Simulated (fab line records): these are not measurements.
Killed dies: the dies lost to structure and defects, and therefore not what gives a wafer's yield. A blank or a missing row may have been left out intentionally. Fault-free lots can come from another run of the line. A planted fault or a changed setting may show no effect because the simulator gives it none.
Which tool did it?    flow sky130    6 lots with 18 wafers sampled at 3 steps, on a route of 708 steps

== WHAT THE GAUGES SHOWED, per wafer ==
SKY_PASSIVATION_THK_MEAS_01.
lot   measured      on             PASSIVATION_CVD_00_THK (nm)
L479  day 46 08:55  film-metro-02  87.8 89.6 90.4
L484  day 46 12:30  film-metro-03  89.4 92.1 90.6
L482  day 46 14:06  film-metro-03  89.3 90.9 92.7
L488  day 46 19:33  film-metro-04  89.0 90.8 89.3
L489  day 50 15:37  film-metro-02  88.5 90.6 90.6
L496  day 51 04:34  film-metro-04  90.7 90.9 90.9

== EACH LOT AND THE TOOL THAT RAN IT (in order: tool; ch and the chambers of the sampled wafers; start) ==
lot   SKY_VIA4_EXPOSE_08                   SKY_PASSIVATION_CVD_00
L479  iline-stepper-01 ch 0, day 44 21:56  pecvd-03 ch 0,1,2, day 46 08:53
L484  iline-stepper-02 ch 0, day 45 01:07  pecvd-02 ch 0,1,2, day 46 12:28
L482  iline-stepper-02 ch 0, day 45 02:43  pecvd-04 ch 0,2, day 46 14:04
L488  iline-stepper-01 ch 0, day 45 08:37  pecvd-03 ch 0,1, day 46 19:31
L489  iline-stepper-02 ch 0, day 49 11:25  pecvd-04 ch 1,2, day 50 15:35
L496  iline-stepper-02 ch 0, day 49 23:57  pecvd-04 ch 1,2, day 51 04:31
- SKY_VIA4_EXPOSE_08: exposes mask VIM4, target cd 800 nm.
- SKY_PASSIVATION_CVD_00: deposits SiO2, target thk 90 nm.

== THE ANSWER, worked out from the rows above alone ==
Rule: what is usual is taken from the lots themselves. Put in order of their means at a reading, lots are off if they are a third of the lots or fewer, leave a main group of 4 or more, and stand apart from it by a gap of 3 or more times the standard deviation of the main group's means; of several such gaps the widest counts. If all means in a main group match to the digits the tables above print for the reading, that group is not used. A lot without any number at a reading at which 4 lots or more have one is off too. Where the step has rows for the other lots, those lots are counted as sound.
No lot is off on any of the readings shown, so nothing can be concluded from this.

== WHAT WAS PUT IN BY THE SIMULATOR ==
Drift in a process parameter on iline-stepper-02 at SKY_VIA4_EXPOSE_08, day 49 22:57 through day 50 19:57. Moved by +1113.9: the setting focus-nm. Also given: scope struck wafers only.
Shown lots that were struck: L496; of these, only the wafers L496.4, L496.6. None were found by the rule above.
